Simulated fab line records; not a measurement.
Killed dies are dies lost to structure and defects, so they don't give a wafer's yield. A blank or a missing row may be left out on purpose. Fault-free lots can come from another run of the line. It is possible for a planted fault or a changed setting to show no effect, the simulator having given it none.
Chamber matching | flow gf180mcu | GF_V2_CVD_02 on pecvd-02 has 3 sister chambers
The step deposits SiO2 from TEOS, target thk 850 nm, time 94.851 s. 16 wafers are shown with their chamber, then 8 later ones without.

## WAFERS PAIRED WITH THEIR CHAMBERS
wafer  | chamber | susceptorTempC (C) | heaterPowerW (W)
L075.1 | 1       | 400.13             | 699
L075.2 | 2       | 399.99             | 725
L075.4 | 2       | 400.12             | 566
L076.3 | 2       | 400.14             | 688
L076.5 | 2       | 400.27             | 732
L076.6 | 1       | 399.66             | 583
L077.1 | 2       | 400.39             | 742
L077.5 | 0       | 400.11             | 610
L077.6 | 1       | 400.04             | 733
L078.2 | 1       | 399.85             | 710
L078.5 | 2       | 400.39             | 741
L078.6 | 1       | 400.15             | 723
L082.1 | 0       | 399.83             | 637
L082.2 | 1       | 399.96             | 610
L082.3 | 2       | 400.19             | 642
L087.2 | 1       | 399.83             | 641

SIGNATURES, as means of the wafers listed above
reading        | chamber 0 | chamber 1 | chamber 2 | scatter within a chamber
susceptorTempC | 399.9700  | 399.9457  | 400.2129  | 0.166
heaterPowerW   | 623.50    | 671.29    | 690.86    | 60.5
Rule: distance of a wafer from a chamber = root of the sum over the readings of ((wafer's reading minus chamber's mean) / reading's scatter) squared. If the next closest chamber is less than 2 further off than the closest, the wafer can't be placed; otherwise it belongs to the closest. The scatter: take each reading less its chamber's mean, square it, sum over the shown wafers, divide by the number of wafers less the number of chambers, and take the root.

## WAFERS WITHOUT THEIR CHAMBER
wafer  | susceptorTempC (C) | heaterPowerW (W)
L087.5 | 400.10             | 671
L087.6 | 400.03             | 587
L094.2 | 399.96             | 655
L094.3 | 400.04             | 710
L094.5 | 399.95             | 565
L097.2 | 400.25             | 716
L097.3 | 400.13             | 726
L097.5 | 399.77             | 498

## WHICH CHAMBER EACH WENT THROUGH
wafer  | from the rows above          | in truth
L087.5 | can't be placed: 2 or 1 or 0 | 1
L087.6 | can't be placed: 0 or 1 or 2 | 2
L094.2 | can't be placed: 1 or 0 or 2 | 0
L094.3 | can't be placed: 1 or 2 or 0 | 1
L094.5 | can't be placed: 0 or 1 or 2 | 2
L097.2 | can't be placed: 2 or 1 or 0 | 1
L097.3 | can't be placed: 2 or 1 or 0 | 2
L097.5 | can't be placed: 0 or 1 or 2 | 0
Correctly placed: 0 of 8. From these rows, 8 cannot be placed; in 8 the true chamber is one of the candidates. 0 placed wrongly.
